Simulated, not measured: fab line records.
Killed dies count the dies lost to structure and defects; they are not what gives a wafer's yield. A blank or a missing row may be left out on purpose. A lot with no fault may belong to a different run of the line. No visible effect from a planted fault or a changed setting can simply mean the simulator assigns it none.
A lot that was struck, set against a sound lot ; flow gf180mcu ; 14 out of 602 route steps
Sound: wafers L476.4, L476.5, L476.6. Wafers L461.3, L461.4, L461.6 were the ones struck. The cause comes at the end.
Per side, at each step with rows, come the tool, then ch with its chambers, and then its first start. Under that, the readings that differ: sound wafers ; struck wafers ; difference of the means ; sigmas: that difference in standard deviations of wafers without a fault.
alike: a reading whose means differ by less than 2 such deviations, as well as words and numbers matching on both sides. not compared: withheld readings; readings where some wafer has no value; bounds like >300 that might hide an equal value; numbers whose values overlap and for which the record gives no deviation.
Wherever a step has rows on one side only, a row that says differs or no value, or a row with sigmas, the two part there. Non-overlapping numbers with no deviation appear without sigmas and do not part them. Lack of a reading on every wafer of one side parts them only where that side has two or more wafers.

GF_V5_THK_MEAS_01:
  sound: film_metro-03 at day 32 04:55; struck: film_metro-03 at day 28 12:14
  alike: V5_CVD_00_THK
GF_V5_CVD_02: deposits SiO2 from TEOS, target thk 1450 nm, time 163.28 s.
  sound on pecvd-02 ch 0,1,2, day 32 05:00; struck on pecvd-01 ch 0,2, day 28 12:16
  alike: heater_power_w, rf_fwd_power_W
GF_V5_THK_MEAS_03:
  sound: film_metro-02 at day 32 05:05; struck: film_metro-04 at day 28 12:23
  alike: V5_CVD_02_THK
GF_V5_CMP_04: polishes SiO2.
  sound on cmp-01 ch 0,1,2, day 32 05:13; struck on cmp-01 ch 1,3, day 28 12:26
  alike: motor_current_A, platen_rpm, slurry_flow_ml_min
GF_V5_BOW_MEAS_05:
  sound: film_metro-02 at day 32 05:28; struck: film_metro-03 at day 28 12:46
  alike: V5_BOW
then, 7 steps without rows for these wafers: GF_V5_DEHYDRATE_06 (time 60 s); GF_V5_HMDS_07 (prime time 60 s); GF_V5_COAT_08; GF_V5_COAT_09 (resist thk 1000 nm); GF_V5_SOFTBAKE_10 (time 60 s); GF_V5_EXPOSE_11 (exposes mask Via5, target cd 260 nm); GF_V5_PEB_12 (peb time 90 s).
GF_V5_DEVELOP_13: develop time 60 s.
  sound on litho_track-03 ch 0, day 32 21:51; struck on litho_track-02, day 29 08:14
  no value came back on the struck wafers for chill_plate_temp_C (C), develop_time_s (s); on the sound wafers chill_plate_temp_C (C) reads 23.01 22.82 22.97
reading;sound;struck;difference;sigmas
model.KrF_of_V5_COAT_09.thk_nm (nm);985.7 986.2 987.9;998.8 1000 998.7;+12.6;
GF_V5_CD_MEAS_14 targets a cd of 260 nm.
  sound: cd_sem-02 at day 32 21:59; struck: cd_sem-02 at day 29 08:24
reading;sound;struck;difference;sigmas
cd_nm (nm);258.6 258.9 258.4;- - -;no value on the struck wafers;

WHERE THEY PART
Last at GF_V5_CD_MEAS_14 as far as this record goes, first at GF_V5_DEVELOP_13.

WHY: what had been put in by the simulator
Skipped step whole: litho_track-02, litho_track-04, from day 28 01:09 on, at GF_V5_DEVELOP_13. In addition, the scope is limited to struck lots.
